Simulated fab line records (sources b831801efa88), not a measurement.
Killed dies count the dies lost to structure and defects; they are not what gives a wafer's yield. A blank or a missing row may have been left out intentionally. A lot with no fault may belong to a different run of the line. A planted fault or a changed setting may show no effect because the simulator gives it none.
A lot that was struck, set against a sound lot -- flow gf180mcu -- 14 steps out of a route of 602
Sound: these wafers, L727.2, L727.3, L727.5. Wafers struck: L720.2, L720.4, L720.6. The cause comes at the end.
Order at every step that has rows: each side's tool, ch and its chambers, its first start. Under that, the readings that differ: sound wafers -- struck wafers -- difference of the means -- sigmas: that difference in standard deviations of wafers without a fault.
alike: readings whose means differ by less than 2 such deviations, and words and numbers that are the same on both sides. not compared: withheld readings, readings that some wafer has no value for, bounds like >300 that may hide the same value, and numbers for which the record gives no deviation and whose values overlap.
Wherever a step has rows on one side only, a row that says differs or no value, or a row with sigmas, the two part there. When numbers do not overlap yet have no deviation, they are printed without sigmas and do not part them. A reading missing from all wafers of one side parts the sides only when that side holds two or more wafers.

first, 8 steps without rows for these wafers: GF_V2_DEHYDRATE_06 (time 60 s); GF_V2_HMDS_07 (prime time 60 s); GF_V2_COAT_08; GF_V2_COAT_09 (resist thk 1000 nm); GF_V2_SOFTBAKE_10 (time 60 s); GF_V2_EXPOSE_11 (exposes mask Via2, target cd 260 nm); GF_V2_PEB_12 (peb time 88.49 s); GF_V2_DEVELOP_13 (develop time 60 s).
GF_V2_CD_MEAS_14 targets a cd of 260 nm.
  sound on cd_sem-01 at day 26 19:22; struck on cd_sem-01 at day 24 15:04
  alike: cd_nm
GF_V2_OVL_MEAS_15:
  sound on overlay-01 at day 26 19:29; struck on overlay-01 at day 24 15:11
  alike: V2_OVL
GF_V2_ETCH_16: etches BARC in N2/H2.
  sound on rie_diel-04 ch 0,2,3, day 26 19:31; struck on rie_diel-03 ch 0,1, day 24 15:13
  alike: drypump_motor_current_A, oes_product_au, throttle_valve_pct
GF_V2_ETCH_17: etches SiO2 in C4F8/O2/Ar, stops on TiN, target depth 630 nm.
  sound on rie_diel-04 ch 0,2,3; struck on rie_diel-03 ch 0,1
  alike: oes_product_au
GF_V2_STRIP_18: strips in O2/N2.
  sound on plasma_asher-03 ch 0,1, day 26 19:38; struck on plasma_asher-02 ch 0,1, day 24 15:20
  no value came back on the struck wafers for chamber_pressure_mTorr (mTorr), drypump_motor_current_A (A), heater_power_w (W), oes_product_au (a.u.); on the sound wafers chamber_pressure_mTorr (mTorr) reads 1501.1 1499.7 1499.7
  not compared: rf_hours_counter_h
then, 1 step without rows for these wafers: GF_V2_STRIP_19 (strips in post etch residue remover, time 1200 s).

WHERE THEY PART
At GF_V2_STRIP_18 and nowhere else, as far as this record goes.

WHY: whatever the simulator had introduced
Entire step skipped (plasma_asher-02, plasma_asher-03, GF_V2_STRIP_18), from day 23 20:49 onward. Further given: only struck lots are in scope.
